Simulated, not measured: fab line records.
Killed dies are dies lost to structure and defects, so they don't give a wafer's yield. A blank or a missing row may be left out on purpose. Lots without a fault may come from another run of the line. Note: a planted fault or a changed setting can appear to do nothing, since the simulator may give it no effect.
fab line records	flow sky130
record: lots: 24	wafers: 72	lastDay: 50
route steps=708 shown VIA1@478 METAL2@484 VIA2@509 METAL3@534
lots with no fault: from the same line, run without faults
startH: hours from the record's first day to the start of the lot's first wafer shown	waitH: time in hours since the lot's previous step	" as in the row above	L1.1+2: one row covering several wafers at once	- no value, or no start given	* or withheld: withheld	< > ~ a bound
route shown NAME@n: names a module that has steps shown in the file, with the first one's number in the route	usual: mean/standard deviation of fault-free wafers	same: alike in all rows	chamber/n: place in a boat	sites: the reading at each site	_std_site: their standard deviation	_edge_site: the outer-site mean with the inner-site mean subtracted	radiusMm: how far each site lies from the wafer's centre	mask NAME#n: copy n	behind: tool/chamber where the wafer was last shaped	hold: the reason the lot was held/the length of the hold in hours/how it ended	device: names the non-switching transistor (n, p or np)	end of line: the route-end tests of the same wafers	for a step that has no rows: nothing shown but its recipe	killed: count of dies lost to structure and defects at first sort (not the wafer's yield)	map: shows each die of a wafer: x if killed, . if not, _ if none is there
set.NAME: the setting the step ran with; set.NAME@STEP: the setting that earlier step ran with	model.NAME: the simulator's own value behind a step, which no gauge read
the route's steps for a sample of lots (tables are steps, rows are wafers)
services: from which hour (startH, from the record's first day; less than 0 if before it) a tool's chamber was out of use, for how many hours, and why
== steps ==
step: SKY_VIA1_SPUTTER_20
recipe: material: TiN	targetThkNm: 20	chamberPressurePa: 5	powerW: 4000	timeS: 80
usual: chamberPressurePa: 4.999/0.011	throttleValvePct: 29.5/1.6
lot.wafer	tool	chamber	startH	waitH	chamberPressurePa	throttleValvePct
L074.3	pvdSputter-02	-	783.24	0.0	5.010	29.9
L074.5	"	-	"	"	5.005	28.8
L074.6	"	-	"	"	5.006	31.4
L075.1	pvdSputter-02	-	793.63	0.0	4.990	31.6
L075.4	"	-	"	"	4.996	30.2
L075.6	"	-	"	"	5.006	30.3
L076.1	pvdSputter-01	-	835.38	0.0	5.016	30.7
L076.2	"	-	"	"	4.996	30.4
L076.6	"	-	"	"	5.004	31.0
L078.1	pvdSputter-02	-	835.72	0.0	5.017	26.0
L078.3	"	-	"	"	4.996	30.2
L078.6	"	-	"	"	5.005	25.7
L077.1	pvdSputter-02	-	837.23	0.0	4.989	25.9
L077.4	"	-	"	"	4.995	30.0
L077.5	"	-	"	"	5.006	28.8
L080.2	pvdSputter-01	-	844.87	0.0	4.987	31.6
L080.5	"	-	"	"	4.989	29.1
L080.6	"	-	"	"	4.995	30.2
L079.3	pvdSputter-01	-	846.43	0.0	4.999	28.9
L079.4	"	-	"	"	5.006	30.8
L079.5	"	-	"	"	5.000	30.6
L082.2	pvdSputter-04	-	853.16	0.0	4.995	28.6
L082.5	"	-	"	"	4.991	27.8
L082.6	"	-	"	"	5.006	28.9
L081.3	pvdSputter-01	-	855.56	0.0	5.001	31.1
L081.5	"	-	"	"	5.006	30.4
L081.6	"	-	"	"	5.002	32.1
L084.1	pvdSputter-02	-	862.36	0.0	4.989	31.8
L084.5	"	-	"	"	4.990	26.0
L084.6	"	-	"	"	4.990	28.5
L083.1	pvdSputter-02	-	867.22	0.0	4.974	29.2
L083.2	"	-	"	"	4.977	25.7
L083.4	"	-	"	"	5.015	31.6
L085.3	pvdSputter-01	-	871.03	0.0	5.002	30.3
L085.5	"	-	"	"	4.986	31.0
L085.6	"	-	"	"	4.990	29.0
L086.1	pvdSputter-04	-	875.21	0.0	5.015	29.3
L086.2	"	-	"	"	4.998	28.7
L086.4	"	-	"	"	5.024	28.2
L087.2	pvdSputter-04	-	887.57	0.0	5.003	28.0
L087.3	"	-	"	"	5.019	28.9
L087.5	"	-	"	"	4.990	28.1
L088.1	pvdSputter-02	-	888.22	0.0	5.000	28.9
L088.2	"	-	"	"	4.979	25.7
L088.4	"	-	"	"	5.005	31.5
L089.2	pvdSputter-04	-	899.47	0.0	4.997	29.3
L089.5	"	-	"	"	4.994	29.6
L089.6	"	-	"	"	5.010	30.4
L090.2	pvdSputter-01	-	908.54	0.0	5.003	30.8
L090.4	"	-	"	"	5.013	31.0
L090.5	"	-	"	"	5.030	30.6
L091.3	pvdSputter-02	-	912.78	0.0	5.014	30.3
L091.4	"	-	"	"	4.998	28.9
L091.5	"	-	"	"	4.995	31.4
L092.2	pvdSputter-04	-	924.78	0.0	5.007	29.1
L092.4	"	-	"	"	5.001	29.4
L092.6	"	-	"	"	5.027	27.8
L093.1	pvdSputter-04	-	932.17	0.0	5.015	29.5
L093.2	"	-	"	"	4.990	28.1
L093.6	"	-	"	"	4.997	30.6
L094.1	pvdSputter-01	-	936.03	0.0	4.995	31.0
L094.3	"	-	"	"	4.995	32.0
L094.6	"	-	"	"	4.985	30.7
L095.1	pvdSputter-02	-	939.36	0.0	4.986	25.9
L095.3	"	-	"	"	5.011	28.8
L095.5	"	-	"	"	4.991	25.8
L096.3	pvdSputter-04	-	953.06	0.0	4.992	28.9
L096.5	"	-	"	"	4.987	30.5
L096.6	"	-	"	"	4.989	27.8
L097.1	pvdSputter-04	-	954.42	0.0	5.004	28.9
L097.2	"	-	"	"	4.990	29.4
L097.5	"	-	"	"	4.995	29.0
step: SKY_METAL2_SPUTTER_01
recipe: material: TiN	targetThkNm: 20	powerW: 6500	timeS: 16.7	chamberPressurePa: 0.4
usual: chamberPressurePa: 0.3999/0.00075	throttleValvePct: 30.1/1.2
lot.wafer	tool	chamber	startH	waitH	chamberPressurePa	throttleValvePct
L074.3	pvdSputter-03	-	783.96	0.0	0.4007	29.2
L074.5	"	-	"	"	0.4001	30.9
L074.6	"	-	"	"	0.3993	30.2
L075.1	pvdSputter-03	-	794.28	0.0	0.3993	29.7
L075.4	"	-	"	"	0.3981	30.8
L075.6	"	-	"	"	0.4015	30.0
L076.1	pvdSputter-01	-	836.04	0.0	0.4005	31.0
L076.2	"	-	"	"	0.4012	30.7
L076.6	"	-	"	"	0.3992	30.8
L078.1	pvdSputter-03	-	836.38	0.0	0.4007	30.1
L078.3	"	-	"	"	0.4007	29.5
L078.6	"	-	"	"	0.3999	30.6
L077.1	pvdSputter-01	-	837.89	0.0	0.4006	31.6
L077.4	"	-	"	"	0.3985	30.4
L077.5	"	-	"	"	0.3987	30.4
L080.2	pvdSputter-02	-	845.53	0.0	0.4017	26.1
L080.5	"	-	"	"	0.4014	25.8
L080.6	"	-	"	"	0.3994	28.7
L079.3	pvdSputter-03	-	847.08	0.0	0.4011	31.0
L079.4	"	-	"	"	0.3994	30.2
L079.5	"	-	"	"	0.4001	30.5
L082.2	pvdSputter-01	-	853.81	0.0	0.3998	30.6
L082.5	"	-	"	"	0.3993	31.0
L082.6	"	-	"	"	0.4013	32.0
L081.3	pvdSputter-03	-	856.21	0.0	0.3997	29.9
L081.5	"	-	"	"	0.4000	29.7
L081.6	"	-	"	"	0.3995	31.0
L084.1	pvdSputter-03	-	863.01	0.0	0.3999	30.9
L084.5	"	-	"	"	0.3997	29.9
L084.6	"	-	"	"	0.4002	30.3
L083.1	pvdSputter-03	-	867.88	0.0	0.3987	29.4
L083.2	"	-	"	"	0.4001	30.6
L083.4	"	-	"	"	0.3993	30.3
L085.3	pvdSputter-01	-	871.70	0.0	0.3994	30.5
L085.5	"	-	"	"	0.3998	30.8
L085.6	"	-	"	"	0.4012	31.9
L086.1	pvdSputter-03	-	875.86	0.0	0.3993	29.5
L086.2	"	-	"	"	0.3990	29.9
L086.4	"	-	"	"	0.3997	30.9
L087.2	pvdSputter-03	-	888.23	0.0	0.3991	29.5
L087.3	"	-	"	"	0.4009	30.6
L087.5	"	-	"	"	0.3994	30.1
L088.1	pvdSputter-01	-	888.88	0.0	0.4005	28.9
L088.2	"	-	"	"	0.4003	30.5
L088.4	"	-	"	"	0.4000	30.9
L089.2	pvdSputter-03	-	900.61	0.0	0.3988	29.3
L089.5	"	-	"	"	0.4005	30.0
L089.6	"	-	"	"	0.3995	29.9
L090.2	pvdSputter-01	-	909.29	0.0	0.3993	30.6
L090.4	"	-	"	"	0.3988	30.7
L090.5	"	-	"	"	0.3987	30.8
L091.3	pvdSputter-03	-	913.44	0.0	0.4005	30.1
L091.4	"	-	"	"	0.4004	30.1
L091.5	"	-	"	"	0.4004	30.1
L092.2	pvdSputter-03	-	925.44	0.0	0.4000	29.3
L092.4	"	-	"	"	0.3991	30.0
L092.6	"	-	"	"	0.3999	30.8
L093.1	pvdSputter-02	-	932.83	0.0	0.3992	25.7
L093.2	"	-	"	"	0.4011	30.2
L093.6	"	-	"	"	0.3999	28.7
L094.1	pvdSputter-03	-	936.68	0.0	0.3994	30.8
L094.3	"	-	"	"	0.3997	30.0
L094.6	"	-	"	"	0.4001	30.8
L095.1	pvdSputter-03	-	940.02	0.0	0.4001	30.0
L095.3	"	-	"	"	0.3993	29.1
L095.5	"	-	"	"	0.3999	30.1
L096.3	pvdSputter-01	-	953.71	0.0	0.3987	31.0
L096.5	"	-	"	"	0.3986	32.0
L096.6	"	-	"	"	0.4003	30.8
L097.1	pvdSputter-02	-	955.07	0.0	0.4005	25.9
L097.2	"	-	"	"	0.4001	30.0
L097.5	"	-	"	"	0.4004	30.2
step: SKY_METAL2_METAL_ETCH_19
recipe: targetDepthA: 3600	stopOn: SiO2	overEtchFrac: 0.3	timeS: 78	chemistry: Cl2/BCl3	resistSidewallDeg: 88	pressureMtorr: 10	icpW: 900	biasW: 48.5	Cl2_flow_sccm: 60	bcl3FlowSccm: 30
usual: bcl3FlowSccm: 30.00/0.089	drypumpMotorCurrentA: 5.47/0.19	mfcCl2Sccm: 59.99/0.17	oesProductAu: 0.854/0.0051	throttleValvePct: 22.264/0.0092
same: overEtchFrac: 0.3
lot.wafer	tool	chamber	startH	waitH	bcl3FlowSccm	drypumpMotorCurrentA	mfcCl2Sccm	oesProductAu	rfHoursCounterH	throttleValvePct
L074.3	rieMetal-02	0	811.37	0.1	30.09	5.64	60.11	0.860	-	22.266
L074.5	"	0	"	"	30.03	5.64	59.94	0.857	-	22.268
L074.6	"	1	"	"	30.09	5.43	60.03	0.846	-	22.257
L075.1	rieMetal-03	0	821.60	0.0	30.11	5.44	59.92	0.855	2	22.278
L075.4	"	1	"	"	29.98	5.34	59.61	0.861	-	22.255
L075.6	"	1	"	"	30.00	5.34	59.75	0.856	-	22.273
L076.1	rieMetal-03	0	863.08	0.1	29.86	5.46	59.86	0.855	4	22.250
L076.2	"	0	"	"	30.16	5.48	59.97	0.857	-	22.248
L076.6	"	0	"	"	29.99	5.47	59.89	0.860	-	22.271
L078.1	rieMetal-01	1	863.15	0.0	30.01	5.82	60.13	0.860	5	22.262
L078.3	"	0	"	"	30.00	5.04	60.05	0.854	-	22.280
L078.6	"	0	"	"	29.95	5.02	60.40	0.861	-	22.264
L077.1	rieMetal-02	0	864.02	0.0	29.99	5.64	60.16	0.864	8	22.270
L077.4	"	0	"	"	30.06	5.64	60.34	0.853	-	22.257
L077.5	"	1	"	"	29.95	5.44	60.12	0.857	-	22.270
L080.2	rieMetal-03	0	871.77	0.0	29.99	5.45	60.05	0.856	5	22.260
L080.5	"	1	"	"	30.06	5.34	59.78	0.857	-	22.252
L080.6	"	0	"	"	29.99	5.42	59.90	0.850	-	22.233
L079.3	rieMetal-02	0	874.17	0.1	30.02	5.63	59.98	0.855	-	22.259
L079.4	"	1	"	"	30.09	5.48	59.70	0.856	-	22.257
L079.5	"	0	"	"	29.93	5.63	59.93	0.851	-	22.265
L082.2	rieMetal-03	0	880.60	0.0	29.85	5.48	59.77	0.864	6	22.271
L082.5	"	1	"	"	29.96	5.35	59.89	0.852	-	22.262
L082.6	"	0	"	"	29.99	5.48	60.07	0.849	-	22.272
L081.3	rieMetal-01	1	883.52	0.1	30.05	5.82	60.23	0.839	-	22.268
L081.5	"	1	"	"	30.02	5.81	60.06	0.855	-	22.265
L081.6	"	0	"	"	30.14	5.01	59.83	0.849	-	22.250
L084.1	rieMetal-01	1	890.15	0.0	30.03	5.81	59.97	0.849	7	22.266
L084.5	"	1	"	"	30.07	5.83	60.03	0.850	-	22.256
L084.6	"	0	"	"	30.15	4.99	60.11	0.852	-	22.276
L083.1	rieMetal-02	1	894.75	0.0	29.94	5.47	59.97	0.851	10	22.275
L083.2	"	0	"	"	29.97	5.64	59.98	0.853	9	22.265
L083.4	"	1	"	"	29.93	5.48	59.92	0.867	-	22.272
L085.3	rieMetal-02	1	899.08	0.1	29.99	5.44	60.06	0.855	-	22.271
L085.5	"	1	"	"	30.05	5.39	59.68	0.845	-	22.275
L085.6	"	0	"	"	30.08	5.63	60.12	0.867	-	22.256
L086.1	rieMetal-03	1	902.69	0.0	29.79	5.32	59.99	0.853	2	22.258
L086.2	"	0	"	"	30.17	5.45	59.93	0.850	6	22.276
L086.4	"	1	"	"	29.97	5.34	60.17	0.856	-	22.272
L087.2	rieMetal-03	1	914.20	0.0	30.01	5.35	59.90	0.850	2	22.263
L087.3	"	1	"	"	30.09	5.35	60.16	0.857	-	22.265
L087.5	"	1	"	"	29.90	5.33	59.82	0.852	-	22.260
L088.1	rieMetal-01	1	914.74	0.0	29.97	5.83	60.12	0.855	8	22.266
L088.2	"	0	"	"	30.07	5.01	60.13	0.849	9	22.269
L088.4	"	1	"	"	29.73	5.83	60.00	0.844	-	22.270
L089.2	rieMetal-03	1	924.97	0.0	29.98	5.32	59.63	0.854	3	22.272
L089.5	"	0	"	"	30.02	5.44	59.87	0.853	-	22.263
L089.6	"	1	"	"	29.85	5.35	59.84	0.843	-	22.264
L090.2	rieMetal-03	1	933.82	0.0	30.07	5.35	59.88	0.851	3	22.258
L090.4	"	1	"	"	29.99	5.36	59.92	0.847	-	22.264
L090.5	"	1	"	"	30.08	5.35	59.88	0.855	-	22.264
L091.3	rieMetal-03	1	937.98	0.1	29.95	5.34	59.98	0.851	-	22.248
L091.4	"	0	"	"	30.09	5.50	59.87	0.851	-	22.241
L091.5	"	1	"	"	29.99	5.34	60.12	0.858	-	22.266
L092.2	rieMetal-03	1	949.55	0.0	30.01	5.33	60.01	0.851	4	22.273
L092.4	"	0	"	"	30.01	5.47	59.72	0.854	-	22.267
L092.6	"	1	"	"	29.92	5.35	59.79	0.852	-	22.259
L093.1	rieMetal-02	0	957.94	0.0	29.90	5.66	59.82	0.851	12	22.265
L093.2	"	1	"	"	30.02	5.44	60.03	0.857	13	22.270
L093.6	"	1	"	"	30.18	5.43	60.06	0.855	-	22.278
L094.1	rieMetal-02	1	961.15	0.0	29.97	5.48	59.96	0.850	13	22.259
L094.3	"	1	"	"	30.01	5.44	60.19	0.850	-	22.273
L094.6	"	0	"	"	30.03	5.64	60.16	0.850	-	22.277
L095.1	rieMetal-02	0	964.99	0.0	29.97	5.65	60.05	0.847	13	22.273
L095.3	"	1	"	"	29.79	5.43	60.28	0.857	-	22.283
L095.5	"	0	"	"	30.16	5.68	59.87	0.850	-	22.260
L096.3	rieMetal-02	1	978.40	0.1	30.01	5.44	60.23	0.861	-	22.259
L096.5	"	0	"	"	29.96	5.66	60.10	0.854	-	22.253
L096.6	"	1	"	"	30.11	5.47	60.23	0.853	-	22.263
L097.1	rieMetal-02	1	980.10	0.0	30.09	5.42	59.87	0.850	14	22.248
L097.2	"	0	"	"	29.94	5.61	59.92	0.858	14	22.276
L097.5	"	1	"	"	29.94	5.45	59.75	0.857	-	22.253
step: SKY_VIA2_CMP_02
recipe: material: SiO2	downForcePsi: 4	platenRpm: 60	padVelocityMS: 0.94248
usual: motorCurrentA: 11.7/1.5
lot.wafer	tool	chamber	startH	waitH	motorCurrentA
L074.3	cmp-01	3	812.21	0.0	10.8
L074.5	"	3	"	"	11.9
L074.6	"	0	"	"	9.4
L075.1	cmp-02	2	822.46	0.1	13.8
L075.4	"	0	"	"	10.2
L075.6	"	2	"	"	13.7
L078.3	cmp-02	1	864.11	0.1	13.4
L078.1	"	2	"	"	13.5
L078.6	"	0	"	"	10.3
L076.1	cmp-01	1	864.52	0.1	11.5
L076.2	"	3	"	"	11.5
L076.6	"	0	"	"	9.7
L077.4	cmp-02	2	864.95	0.0	13.7
L077.1	"	0	"	"	11.0
L077.5	"	2	"	"	13.4
L080.2	cmp-01	0	872.94	0.1	10.5
L080.6	"	3	"	"	10.8
L080.5	"	0	"	"	9.9
L079.4	cmp-01	1	875.01	0.0	10.8
L079.3	"	0	"	"	9.4
L079.5	"	2	"	"	14.2
L082.2	cmp-02	3	881.62	0.2	10.5
L082.6	"	0	"	"	10.6
L082.5	"	1	"	"	13.9
L081.3	cmp-01	0	884.37	0.0	10.1
L081.6	"	0	"	"	9.7
L081.5	"	1	"	"	10.3
L084.1	cmp-02	2	891.18	0.1	13.8
L084.5	"	0	"	"	10.5
L084.6	"	1	"	"	13.3
L083.4	cmp-02	3	895.61	0.0	10.7
L083.1	"	1	"	"	13.4
L083.2	"	2	"	"	13.8
L085.3	cmp-02	2	900.64	0.8	14.1
L085.5	"	1	"	"	12.1
L085.6	"	2	"	"	13.7
L086.4	cmp-02	0	903.66	0.1	10.3
L086.1	"	1	"	"	13.8
L086.2	"	2	"	"	13.8
L087.3	cmp-02	0	915.06	0.0	9.9
L087.2	"	2	"	"	14.0
L087.5	"	0	"	"	10.5
L088.4	cmp-02	2	915.66	0.1	14.3
L088.1	"	0	"	"	10.2
L088.2	"	1	"	"	12.8
L089.2	cmp-02	2	925.92	0.1	13.4
L089.5	"	1	"	"	12.8
L089.6	"	2	"	"	14.0
L090.4	cmp-01	2	934.78	0.1	14.0
L090.2	"	3	"	"	10.6
L090.5	"	1	"	"	10.5
L091.4	cmp-02	1	938.86	0.0	12.8
L091.3	"	0	"	"	10.2
L091.5	"	2	"	"	13.4
L092.4	cmp-01	2	950.52	0.1	12.9
L092.2	"	0	"	"	9.8
L092.6	"	2	"	"	13.7
L093.2	cmp-02	3	959.15	0.0	10.3
L093.1	"	0	"	"	10.4
L093.6	"	3	"	"	10.4
L094.3	cmp-02	2	962.07	0.1	14.4
L094.1	"	0	"	"	10.3
L094.6	"	1	"	"	13.4
L095.1	cmp-02	0	965.98	0.1	10.1
L095.3	"	1	"	"	12.4
L095.5	"	1	"	"	12.8
L096.3	cmp-02	2	979.30	0.0	13.9
L096.5	"	2	"	"	13.5
L096.6	"	3	"	"	10.7
L097.1	cmp-01	1	981.14	0.1	10.9
L097.2	"	3	"	"	11.6
L097.5	"	0	"	"	10.4
step: SKY_VIA2_ETCH_14
recipe: chemistry: N2/H2	target: BARC	ionEnergyEv: 200	sourceW: 500	biasW: 100	pressureMtorr: 30	n2FlowSccm: 100	h2FlowSccm: 200	stopOn: SiO2	timeS: 45.9	targetDepthA: 600
usual: drypumpMotorCurrentA: 5.8/0.54	oesProductAu: 0.854/0.0045	throttleValvePct: 13.225/0.0089
lot.wafer	tool	chamber	startH	waitH	drypumpMotorCurrentA	oesProductAu	rfHoursCounterH	throttleValvePct
L074.3	rieDiel-02	2	837.88	0.0	5.2	0.850	21	13.224
L074.5	"	3	"	"	6.3	0.851	-	13.214
L074.6	"	0	"	"	4.9	0.861	-	13.218
L075.1	rieDiel-03	2	848.30	0.0	5.3	0.861	9	13.238
L075.4	"	3	"	"	6.6	0.859	-	13.231
L075.6	"	2	"	"	5.3	0.853	-	13.222
L078.1	rieDiel-01	2	890.70	0.0	6.4	0.852	4	13.215
L078.3	"	1	"	"	5.1	0.847	17	13.238
L078.6	"	3	"	"	6.0	0.853	-	13.228
L076.1	rieDiel-01	1	891.40	0.0	5.2	0.855	17	13.224
L076.2	"	2	"	"	6.5	0.852	4	13.226
L076.6	"	3	"	"	5.9	0.852	-	13.226
L077.1	rieDiel-03	2	892.30	0.0	5.3	0.861	10	13.227
L077.4	"	1	"	"	5.5	0.853	7	13.222
L077.5	"	2	"	"	5.3	0.850	-	13.218
L080.2	rieDiel-01	3	899.93	0.0	6.0	0.850	22	13.229
L080.5	"	1	"	"	5.2	0.856	-	13.228
L080.6	"	0	"	"	6.2	0.853	-	13.237
L079.3	rieDiel-03	0	901.55	0.0	5.8	0.851	6	13.219
L079.4	"	3	"	"	6.6	0.852	5	13.216
L079.5	"	2	"	"	5.3	0.844	-	13.229
L082.2	rieDiel-03	3	907.80	0.0	6.6	0.847	5	13.215
L082.5	"	3	"	"	6.6	0.845	-	13.220
L082.6	"	0	"	"	5.8	0.851	-	13.242
L081.3	rieDiel-01	1	910.80	0.0	5.2	0.856	18	13.226
L081.5	"	2	"	"	6.4	0.848	-	13.230
L081.6	"	1	"	"	5.2	0.849	-	13.229
L084.1	rieDiel-03	0	916.23	0.0	5.8	0.856	6	13.233
L084.5	"	3	"	"	6.6	0.853	-	13.216
L084.6	"	0	"	"	5.8	0.842	-	13.202
L083.1	rieDiel-03	2	920.60	0.0	5.3	0.851	10	13.215
L083.2	"	0	"	"	5.8	0.846	6	13.225
L083.4	"	1	"	"	5.5	0.859	8	13.209
L085.3	rieDiel-03	0	925.35	0.0	5.8	0.857	6	13.228
L085.5	"	3	"	"	6.6	0.848	-	13.238
L085.6	"	2	"	"	5.3	0.846	-	13.225
L086.1	rieDiel-01	2	927.88	0.0	6.4	0.856	5	13.213
L086.2	"	0	"	"	6.2	0.842	27	13.228
L086.4	"	3	"	"	5.9	0.861	23	13.220
L087.2	rieDiel-02	0	939.88	0.0	4.9	0.856	17	13.235
L087.3	"	3	"	"	6.3	0.860	15	13.227
L087.5	"	0	"	"	4.9	0.855	-	13.232
L088.1	rieDiel-03	1	940.10	0.0	5.5	0.854	8	13.229
L088.2	"	2	"	"	5.3	0.857	11	13.222
L088.4	"	2	"	"	5.3	0.863	-	13.220
L089.2	rieDiel-01	1	950.35	0.0	5.1	0.858	19	13.241
L089.5	"	1	"	"	5.2	0.852	-	13.226
L089.6	"	2	"	"	6.4	0.857	-	13.223
L090.2	rieDiel-02	2	959.90	0.0	5.2	0.857	24	13.223
L090.4	"	0	"	"	4.9	0.851	17	13.223
L090.5	"	0	"	"	4.9	0.853	-	13.222
L091.3	rieDiel-02	3	964.03	0.0	6.3	0.853	15	13.231
L091.4	"	0	"	"	4.9	0.857	17	13.220
L091.5	"	1	"	"	6.0	0.853	-	13.235
L092.2	rieDiel-03	0	975.75	0.0	5.8	0.854	8	13.223
L092.4	"	2	"	"	5.3	0.854	12	13.219
L092.6	"	1	"	"	5.5	0.846	-	13.222
L093.1	rieDiel-03	0	983.15	0.0	5.8	0.859	8	13.217
L093.2	"	1	"	"	5.5	0.854	10	13.225
L093.6	"	2	"	"	5.3	0.856	-	13.219
L094.1	rieDiel-03	2	986.40	0.0	5.3	0.852	13	13.214
L094.3	"	0	"	"	5.8	0.849	8	13.233
L094.6	"	3	"	"	6.6	0.859	-	13.246
L095.1	rieDiel-01	1	990.43	0.0	5.2	0.855	21	13.232
L095.3	"	3	"	"	6.0	0.851	25	13.240
L095.5	"	3	"	"	5.9	0.853	-	13.242
L096.3	rieDiel-01	3	1002.80	0.0	6.0	0.849	26	13.242
L096.5	"	3	"	"	6.0	0.862	-	13.214
L096.6	"	1	"	"	5.2	0.855	-	13.224
L097.1	rieDiel-03	1	1004.60	0.0	5.5	0.847	10	13.230
L097.2	"	3	"	"	6.6	0.857	7	13.221
L097.5	"	0	"	"	5.8	0.853	-	13.214
step: SKY_METAL3_SPUTTER_02
recipe: material: AlCu	targetThkNm: 735	powerW: 10600	timeS: 39.1	chamberPressurePa: 0.4
usual: chamberPressurePa: 0.4000/0.00082	throttleValvePct: 30.1/1.1
lot.wafer	tool	chamber	startH	waitH	chamberPressurePa	throttleValvePct
L074.3	pvdSputter-04	-	839.29	0.0	0.4009	28.0
L074.5	"	-	"	"	0.3997	30.5
L074.6	"	-	"	"	0.3988	29.5
L075.1	pvdSputter-01	-	849.72	0.0	0.3989	30.7
L075.4	"	-	"	"	0.3997	29.2
L075.6	"	-	"	"	0.3989	29.0
L078.1	pvdSputter-01	-	892.12	0.0	0.3984	30.7
L078.3	"	-	"	"	0.4001	29.0
L078.6	"	-	"	"	0.4011	30.4
L076.1	pvdSputter-01	-	892.82	0.0	0.4001	32.1
L076.2	"	-	"	"	0.3996	30.8
L076.6	"	-	"	"	0.4000	28.9
L077.1	pvdSputter-01	-	893.72	0.0	0.4005	31.9
L077.4	"	-	"	"	0.3985	30.7
L077.5	"	-	"	"	0.3995	31.3
L080.2	pvdSputter-01	-	901.40	0.0	0.4010	30.5
L080.5	"	-	"	"	0.3997	30.8
L080.6	"	-	"	"	0.3990	30.8
L079.3	pvdSputter-03	-	903.03	0.0	0.3996	30.0
L079.4	"	-	"	"	0.4012	29.2
L079.5	"	-	"	"	0.4018	29.6
L082.2	pvdSputter-03	-	909.24	0.0	0.3993	29.9
L082.5	"	-	"	"	0.4000	29.9
L082.6	"	-	"	"	0.4016	30.0
L081.3	pvdSputter-01	-	912.22	0.0	0.3998	29.2
L081.5	"	-	"	"	0.4007	30.5
L081.6	"	-	"	"	0.3997	31.8
L084.1	pvdSputter-04	-	917.65	0.0	0.4007	29.6
L084.5	"	-	"	"	0.3995	29.5
L084.6	"	-	"	"	0.3997	30.5
L083.1	pvdSputter-03	-	922.06	0.0	0.4006	30.0
L083.2	"	-	"	"	0.4012	29.3
L083.4	"	-	"	"	0.3994	30.7
L085.3	pvdSputter-04	-	926.82	0.0	0.3996	30.1
L085.5	"	-	"	"	0.3995	28.9
L085.6	"	-	"	"	0.4002	28.1
L086.1	pvdSputter-01	-	929.31	0.0	0.4002	28.9
L086.2	"	-	"	"	0.3995	31.2
L086.4	"	-	"	"	0.3994	30.5
L087.2	pvdSputter-01	-	941.34	0.0	0.4012	30.6
L087.3	"	-	"	"	0.4001	31.1
L087.5	"	-	"	"	0.4015	30.7
L088.1	pvdSputter-03	-	941.56	0.0	0.3998	30.7
L088.2	"	-	"	"	0.4004	30.0
L088.4	"	-	"	"	0.3995	29.1
L089.2	pvdSputter-01	-	952.21	0.0	0.4004	29.1
L089.5	"	-	"	"	0.4001	30.9
L089.6	"	-	"	"	0.4006	32.0
L090.2	pvdSputter-01	-	961.84	0.0	0.4027	32.1
L090.4	"	-	"	"	0.3999	31.0
L090.5	"	-	"	"	0.4008	31.0
L091.3	pvdSputter-04	-	965.58	0.0	0.4002	27.8
L091.4	"	-	"	"	0.3991	29.7
L091.5	"	-	"	"	0.4000	29.6
L092.2	pvdSputter-01	-	977.17	0.0	0.4000	31.2
L092.4	"	-	"	"	0.3998	32.0
L092.6	"	-	"	"	0.3997	31.9
L093.1	pvdSputter-04	-	984.63	0.0	0.3990	28.9
L093.2	"	-	"	"	0.4002	28.1
L093.6	"	-	"	"	0.3996	29.8
L094.1	pvdSputter-03	-	988.16	0.0	0.4011	30.2
L094.3	"	-	"	"	0.3979	30.7
L094.6	"	-	"	"	0.3996	29.1
L095.1	pvdSputter-04	-	991.84	0.0	0.4005	30.4
L095.3	"	-	"	"	0.3998	28.9
L095.5	"	-	"	"	0.4000	28.9
L096.3	pvdSputter-03	-	1004.22	0.0	0.3992	30.2
L096.5	"	-	"	"	0.4003	29.7
L096.6	"	-	"	"	0.3984	30.2
L097.1	pvdSputter-03	-	1006.02	0.0	0.4003	30.1
L097.2	"	-	"	"	0.3994	30.2
L097.5	"	-	"	"	0.4004	30.0
== services ==
tool	chamber	startH	hours	kind
rieDiel-03	-	771.64	0.4	repair
rieDiel-03	-	783.60	2.8	pm
cmp-02	-	801.82	0.2	repair
pvdSputter-02	-	803.75	4.4	repair
rieDiel-01	2	815.62	3.1	repair
rieMetal-03	1	816.89	4.6	repair
rieDiel-03	1	818.98	12.5	repair
pvdSputter-04	-	828.49	2.8	repair
pvdSputter-01	-	842.46	0.5	repair
rieDiel-03	0	846.48	2.6	repair
rieDiel-01	3	846.98	4.5	repair
pvdSputter-03	-	850.45	5.4	repair
pvdSputter-03	-	850.84	1.9	repair
rieDiel-01	3	856.70	1.3	repair
pvdSputter-01	-	866.82	1.1	repair
pvdSputter-04	-	888.62	10.4	repair
pvdSputter-03	-	889.20	6.1	repair
rieMetal-02	1	911.44	6.3	repair
rieDiel-03	3	925.50	31.2	repair
cmp-02	-	933.82	3.4	repair
cmp-02	-	944.53	0.9	repair
pvdSputter-03	-	950.59	4.6	repair
cmp-02	-	967.62	1.6	repair
cmp-02	-	968.76	1.0	repair
== key ==
fault none
